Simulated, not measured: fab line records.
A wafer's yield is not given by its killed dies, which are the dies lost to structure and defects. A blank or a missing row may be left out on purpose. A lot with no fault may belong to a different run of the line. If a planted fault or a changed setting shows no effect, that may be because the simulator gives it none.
Problem report in the 8D (eight disciplines) form, filled by code + flow sky130 + the parts of the form that need people (team, actions taken, sign-off) are left out

1. WHAT IS WRONG
VIA3_HDPCVD_THK at SKY_VIA3_THK_MEAS_01 reads a mean of 1342 nm on 1 wafer of 1 lot; wafers without a fault read 1642 nm with a standard deviation of 17. That puts it -18 standard deviations away from the usual mean.
First observed at day 43 17:33: wafer L655.6, on film_metro-01. Wafers with a number at this step in the record: 36, from 12 lots. Rule for "out", or "out of limits": more than 4 standard deviations from the usual mean. The rest of the wafers with a number are treated as sound.

2. WHAT IT IS; WHAT IT IS NOT
| question                    | is                | is not                                                                          |
|-----------------------------|-------------------|---------------------------------------------------------------------------------|
| which readings at this step | VIA3_HDPCVD_THK   | -                                                                               |
| which lots                  | L655              | L644, L645, L646, L647, L648, L649, L650, L654, L659, L660, L664                |
| which wafers of those lots  | L655.6            | L655.3, L655.5                                                                  |
| read on which gauges        | film_metro-01     | film_metro-03, film_metro-04                                                    |
| when                        | from day 43 17:33 | up to then (26 sound wafers); but 9 sound wafers of L659, L660, L664 came after |

3. SUSPECTS, AND WHAT RULES EACH OUT
Counting: if a tool at a process step up to the reading ran every lot that is out, it stays a suspect. Sound lots after the first of them don't rule it out here, since some wafers of a struck lot are sound.
- the gauge at SKY_VIA3_THK_MEAS_01: ruled out. All the wafers that are out were read on film_metro-01, but those of them that SKY_VIA3_HDPCVD_00 has rows for are out there too, on other tools.
- pvd_sputter-01 at SKY_METAL3_SPUTTER_04 (material TiN, target thk 70 nm, time 58.3 s): kept. It ran the lot that is out, L655 (day 41 15:56); its last sound lot up to then is L654 (day 41 03:38).
- hdpcvd-01 at SKY_VIA3_HDPCVD_00 (deposits SiO2, target thk 1635 nm, time 272.5 s): kept. It ran the lot that is out, L655 (day 43 17:22); its last sound lot up to then is L654 (day 43 06:48). On those wafers its own readings are out: sih4_flow_sccm.
- hdpcvd-01, SKY_VIA3_HDPCVD_00: wafers that are out in chamber 0, sound lot-mates in chambers 1, 2.
Remaining after the count are pvd_sputter-01 at SKY_METAL3_SPUTTER_04 and hdpcvd-01 at SKY_VIA3_HDPCVD_00.

4. THE CAUSE (what the simulator had put in)
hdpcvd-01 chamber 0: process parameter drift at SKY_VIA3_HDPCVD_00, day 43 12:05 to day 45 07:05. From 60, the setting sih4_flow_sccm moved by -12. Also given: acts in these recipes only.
Counting left 2 suspects, and this tool is among them.

5. THE EFFECT CHAIN, in route order
Each row: a reading where the mean over the struck wafers with a number is more than 3 standard deviations away from the usual. Readings are gone through only where the record gives a usual standard deviation; hours: the median, over the lots, of the time from a lot's start at the first step in this table giving one to that lot's start at this step; sigmas: the change measured in usual standard deviations.
| hours | step                 | reading         | usual      | on struck wafers | change | sigmas |
|-------|----------------------|-----------------|------------|------------------|--------|--------|
| 0     | SKY_VIA3_HDPCVD_00   | sih4_flow_sccm  | 60.00 sccm | 48.10            | -11.90 | -63    |
| 0     | SKY_VIA3_THK_MEAS_01 | VIA3_HDPCVD_THK | 1642 nm    | 1342             | -300   | -18    |
The process steps in it:
- SKY_VIA3_HDPCVD_00: deposits SiO2, target thk 1635 nm, time 272.5 s.

6. HOW IT WOULD HAVE BEEN CAUGHT EARLIER
In this record the first reading out of limits at a measuring or inspecting step was taken at day 43 17:33, 5 hours after the fault began at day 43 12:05.
At SKY_VIA3_HDPCVD_00, the tool's own readings (sih4_flow_sccm) were out on each struck wafer the step has a row for, so an alarm limit on them would have fired on the first such wafer.
By day 43 17:33, every lot that is out (1) had started SKY_VIA3_HDPCVD_00 on hdpcvd-01. Holding the tool at that point would not have protected any of them.
